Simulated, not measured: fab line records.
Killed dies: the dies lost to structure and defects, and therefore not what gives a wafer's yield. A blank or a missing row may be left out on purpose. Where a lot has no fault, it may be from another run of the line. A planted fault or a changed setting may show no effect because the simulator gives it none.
Which tool is to blame? ; flow sky130 ; 39 wafers from 13 lots sampled at 3 of the route's 708 steps

== WHAT THE GAUGES READ, wafer by wafer ==
Not one reading of a measure or inspect step in the record can be checked against a usual standard deviation.

== EACH LOT AND THE TOOL THAT RAN IT (in order: tool; ch and the chambers of the sampled wafers; start) ==
lot;SKY_CAPM_COAT_07;SKY_CAPM_STRIP_14;SKY_PAD_OPEN_PROBE_99
L737;lithoTrack-03 ch 0, day 36 12:06;plasmaAsher-02 ch 0,1, day 37 00:59;-
L738;lithoTrack-03 ch 0, day 37 02:18;plasmaAsher-03 ch 0, day 37 15:46;-
L739;lithoTrack-01 ch 0, day 37 11:44;plasmaAsher-02 ch 0,1, day 38 00:23;-
L740;lithoTrack-03 ch 0, day 37 20:24;plasmaAsher-01 ch 0,1, day 38 09:23;-
L741;lithoTrack-03 ch 0, day 38 08:39;plasmaAsher-03 ch 0,1, day 38 21:27;-
L744;lithoTrack-04 ch 0, day 39 09:47;plasmaAsher-03 ch 0,1, day 39 21:58;-
L745;lithoTrack-04 ch 0, day 39 15:46;plasmaAsher-01 ch 1, day 40 03:52;-
L746;lithoTrack-04 ch 0, day 39 18:11;plasmaAsher-01 ch 0,1, day 40 06:06;-
L747;lithoTrack-04 ch 0, day 39 23:46;plasmaAsher-01 ch 0,1, day 40 11:37;prober-01, day 48 04:57
L753;lithoTrack-01 ch 0, day 41 17:23;plasmaAsher-03 ch 0,1, day 42 05:10;-
L754;lithoTrack-03 ch 0, day 42 02:54;plasmaAsher-02 ch 0,1, day 42 14:53;prober-02, day 49 20:49
L757;lithoTrack-03 ch 0, day 43 06:36;plasmaAsher-03 ch 0,1, day 43 18:13;-
L760;lithoTrack-01 ch 0, day 43 16:23;plasmaAsher-03 ch 0,1, day 44 02:53;-
- SKY_CAPM_COAT_07: resist thk 1140 nm.
- SKY_CAPM_STRIP_14: strips in O2/N2.
- SKY_PAD_OPEN_PROBE_99

== AS READ BY THE TOOLS THEMSELVES (means over the sampled wafers that have a number; for cases with no such wafer, the mark the record gives instead) ==
SKY_CAPM_COAT_07.
lot;tool;exhaustPa (Pa);spinSpeedRpm (rpm)
L737;lithoTrack-03;44.9;3002.6
L738;lithoTrack-03;45.3;3000.6
L739;lithoTrack-01;45.1;3000.8
L740;lithoTrack-03;45.4;2999.7
L741;lithoTrack-03;44.3;3001.0
L744;lithoTrack-04;45.8;2997.0
L745;lithoTrack-04;45.7;2999.5
L746;lithoTrack-04;45.0;3280.2
L747;lithoTrack-04;45.7;3280.7
L753;lithoTrack-01;45.8;2998.8
L754;lithoTrack-03;44.5;2997.0
L757;lithoTrack-03;45.9;2999.3
L760;lithoTrack-01;44.5;2999.4

SKY_CAPM_STRIP_14.
lot;tool;drypumpMotorCurrentA (A);oesProductAu (a.u.);stripTimeToEndpointS (s)
L737;plasmaAsher-02;5.5;0.714;12.69
L738;plasmaAsher-03;5.7;0.711;12.65
L739;plasmaAsher-02;5.5;0.711;12.60
L740;plasmaAsher-01;6.0;0.710;12.66
L741;plasmaAsher-03;5.8;0.712;12.66
L744;plasmaAsher-03;5.8;0.707;12.70
L745;plasmaAsher-01;6.0;0.710;12.64
L746;plasmaAsher-01;6.0;0.712;12.07
L747;plasmaAsher-01;6.0;0.714;12.08
L753;plasmaAsher-03;5.8;0.711;12.65
L754;plasmaAsher-02;6.0;0.713;12.70
L757;plasmaAsher-03;5.8;0.711;12.66
L760;plasmaAsher-03;5.8;0.709;12.57

SKY_PAD_OPEN_PROBE_99.
lot;tool;defectLimitedYield (%);killed_at_M0_to_M3;killed_at_M4_up;killedAtContacts;killedAtFrontEnd;killedAtOther;killedDies;killedOpen;killedShort;sort_bin_3_pad_short (%);sort_bin_5_function (%);sort_bin_6_memory (%);sortNPass;sortYieldPct (%)
L747;prober-01;84.1;44;2.7;19;12;0.3;78;41;37;1.0;9.1;5.8;414;84.1
L754;prober-02;83.9;33;3.0;25;17;1.0;79;42;37;0.5;9.4;6.2;413;83.9

== THE ANSWER, worked out from the rows above alone ==
Rule: the usual values come from the lots themselves. The widest of any qualifying gaps counts: lots, ordered by their means at a reading, are off when they make up no more than a third of the lots, leave a main group of 4 or more, and stand apart from it by 3 or more times the standard deviation of that group's means. The tables above print the reading to a certain number of digits; a main group whose means all agree to those digits is not used. Also off: a lot with no number at a reading for which 4 or more lots have one. Any other lot the step has rows for is counted as sound. First the gauges in route order, then the tools' own readings, where a lot's mean is used as printed above. At the first step where some lot is off, the reading lying furthest off is the one used; lots without a number count as furthest.
Off at SKY_CAPM_COAT_07 (spinSpeedRpm): L746, L747. For the main group the mean is 2999.6 rpm and the standard deviation 1.6.
A tool fits if, at that step or a process step before it, it ran every lot that is off, and no sound lot after the first of them. One fits: SKY_CAPM_COAT_07 on lithoTrack-04. A fault onset in the window from L745 (day 39 15:46, its last sound lot) to L746 (day 39 18:11, its first lot off) fits.
The tool's own readings at SKY_CAPM_COAT_07 bear it out: on the lots that are off they differ by more than 5 times the standard deviation of the sound lots' means. spinSpeedRpm reads 3280.4 rpm there against 2999.6 rpm on the sound lots.

== WHAT THE SIMULATOR PUT IN ==
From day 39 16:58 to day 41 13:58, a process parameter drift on lithoTrack-04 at SKY_CAPM_COAT_07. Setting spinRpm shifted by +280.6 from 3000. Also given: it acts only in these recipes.
Lots struck among those shown: L746, L747. The rule above found the same.
